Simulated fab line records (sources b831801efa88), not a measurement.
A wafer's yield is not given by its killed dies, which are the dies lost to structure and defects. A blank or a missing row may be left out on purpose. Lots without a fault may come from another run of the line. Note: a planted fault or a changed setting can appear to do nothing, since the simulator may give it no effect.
Check for tools in common :: flow sky130 :: Sample size 12 lots and 36 wafers

THE REASON FOR OPENING IT
SKY_CAP2M_RS_MEAS_03, reading CAP2M_TIN_RS: flagged on 2 of 12 lots. Wafers without a fault read 6.91 ohm/sq, standard deviation 0.068.
Rule: a lot is flagged when every wafer of it that has a number lies more than 4 standard deviations from that mean, or none has a number. The other lots count as sound.

lot: L412
measured: day 39 09:55
on: filmMetro-02
CAP2M_TIN_RS (ohm/sq), wafer by wafer: 6.91 6.88 6.95
flag: 

lot: L413
measured: day 39 14:56
on: filmMetro-01
CAP2M_TIN_RS (ohm/sq), wafer by wafer: 6.88 6.94 6.90
flag: 

lot: L417
measured: day 41 00:54
on: filmMetro-01
CAP2M_TIN_RS (ohm/sq), wafer by wafer: 7.00 6.97 7.04
flag: 

lot: L420
measured: day 42 01:07
on: filmMetro-02
CAP2M_TIN_RS (ohm/sq), wafer by wafer: 8.84 8.85 8.95
flag: FLAGGED

lot: L423
measured: day 42 23:33
on: filmMetro-04
CAP2M_TIN_RS (ohm/sq), wafer by wafer: 8.86 8.67 8.80
flag: FLAGGED

lot: L424
measured: day 43 05:13
on: filmMetro-02
CAP2M_TIN_RS (ohm/sq), wafer by wafer: 6.82 6.85 6.82
flag: 

lot: L425
measured: day 43 22:38
on: filmMetro-02
CAP2M_TIN_RS (ohm/sq), wafer by wafer: 6.81 6.82 6.77
flag: 

lot: L430
measured: day 45 01:46
on: filmMetro-04
CAP2M_TIN_RS (ohm/sq), wafer by wafer: 6.85 6.84 6.84
flag: 

lot: L431
measured: day 45 02:55
on: filmMetro-04
CAP2M_TIN_RS (ohm/sq), wafer by wafer: 6.86 6.94 6.90
flag: 

lot: L432
measured: day 45 11:35
on: filmMetro-04
CAP2M_TIN_RS (ohm/sq), wafer by wafer: 6.80 6.87 6.80
flag: 

lot: L434
measured: day 46 00:41
on: filmMetro-02
CAP2M_TIN_RS (ohm/sq), wafer by wafer: 6.90 6.77 6.76
flag: 

lot: L435
measured: day 46 02:50
on: filmMetro-04
CAP2M_TIN_RS (ohm/sq), wafer by wafer: 6.97 6.92 6.90
flag: 
The numbers of the flagged lots are 8.83 ohm/sq on average: +1.92 ohm/sq against the usual, or +28 standard deviations.

EACH LOT AND THE TOOL IT RAN ON
The record holds 1 process step before the reading, out of a route of 708 steps. In each cell: the tool, then ch and the chambers that the sampled wafers went through, then the start.
lot: L412
flag: 
SKY_CAP2M_SPUTTER_02: pvdSputter-03, day 39 09:48

lot: L413
flag: 
SKY_CAP2M_SPUTTER_02: pvdSputter-03, day 39 14:48

lot: L417
flag: 
SKY_CAP2M_SPUTTER_02: pvdSputter-01, day 41 00:48

lot: L420
flag: FLAGGED
SKY_CAP2M_SPUTTER_02: pvdSputter-01, day 42 01:01

lot: L423
flag: FLAGGED
SKY_CAP2M_SPUTTER_02: pvdSputter-01, day 42 23:25

lot: L424
flag: 
SKY_CAP2M_SPUTTER_02: pvdSputter-03, day 43 05:06

lot: L425
flag: 
SKY_CAP2M_SPUTTER_02: pvdSputter-03, day 43 22:31

lot: L430
flag: 
SKY_CAP2M_SPUTTER_02: pvdSputter-03, day 45 01:38

lot: L431
flag: 
SKY_CAP2M_SPUTTER_02: pvdSputter-03, day 45 02:47

lot: L432
flag: 
SKY_CAP2M_SPUTTER_02: pvdSputter-03, day 45 11:23

lot: L434
flag: 
SKY_CAP2M_SPUTTER_02: pvdSputter-03, day 46 00:34

lot: L435
flag: 
SKY_CAP2M_SPUTTER_02: pvdSputter-03, day 46 02:43
What is done by these steps:
- SKY_CAP2M_SPUTTER_02: material TiN, target thk 200 nm, time 166.7 s.
- SKY_CAP2M_RS_MEAS_03: measures by four-point-probe.

FLAGGED AGAINST TOTAL, ONE TOOL AT A TIME (gauges that did the reading follow at the end)
step: SKY_CAP2M_SPUTTER_02
tool: pvdSputter-01
lots run: 3
flagged: 2
share of the flagged lots: all
sound lots run after its first flagged lot: 0

step: SKY_CAP2M_SPUTTER_02
tool: pvdSputter-03
lots run: 9
flagged: 0
share of the flagged lots: none
sound lots run after its first flagged lot: -

step: SKY_CAP2M_RS_MEAS_03
tool: filmMetro-01
lots run: 2
flagged: 0
share of the flagged lots: none
sound lots run after its first flagged lot: -

step: SKY_CAP2M_RS_MEAS_03
tool: filmMetro-02
lots run: 5
flagged: 1
share of the flagged lots: some
sound lots run after its first flagged lot: 3 (L424,L425,L434)

step: SKY_CAP2M_RS_MEAS_03
tool: filmMetro-04
lots run: 5
flagged: 1
share of the flagged lots: some
sound lots run after its first flagged lot: 4 (L430,L431,L432,L435)

WHAT THE TABLE ALLOWS
1 row of the table ran every flagged lot: pvdSputter-01 at SKY_CAP2M_SPUTTER_02.
- pvdSputter-01 at SKY_CAP2M_SPUTTER_02: 2 of its 3 lots flagged. A fault beginning between L417 (day 41 00:48), its last sound lot, and L420 (day 42 01:01), its first flagged one, fits the data. Its own readings lie more than 4 standard deviations out on every wafer of the flagged lots: cathodeDcPowerW.
What remains is a single tool, pvdSputter-01 at SKY_CAP2M_SPUTTER_02.

WHAT THE SIMULATOR HAD INSERTED
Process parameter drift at SKY_CAP2M_SPUTTER_02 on pvdSputter-01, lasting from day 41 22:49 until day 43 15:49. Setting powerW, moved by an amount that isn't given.
Shown lots that were struck: L420, L423. The same result came from the rule above.
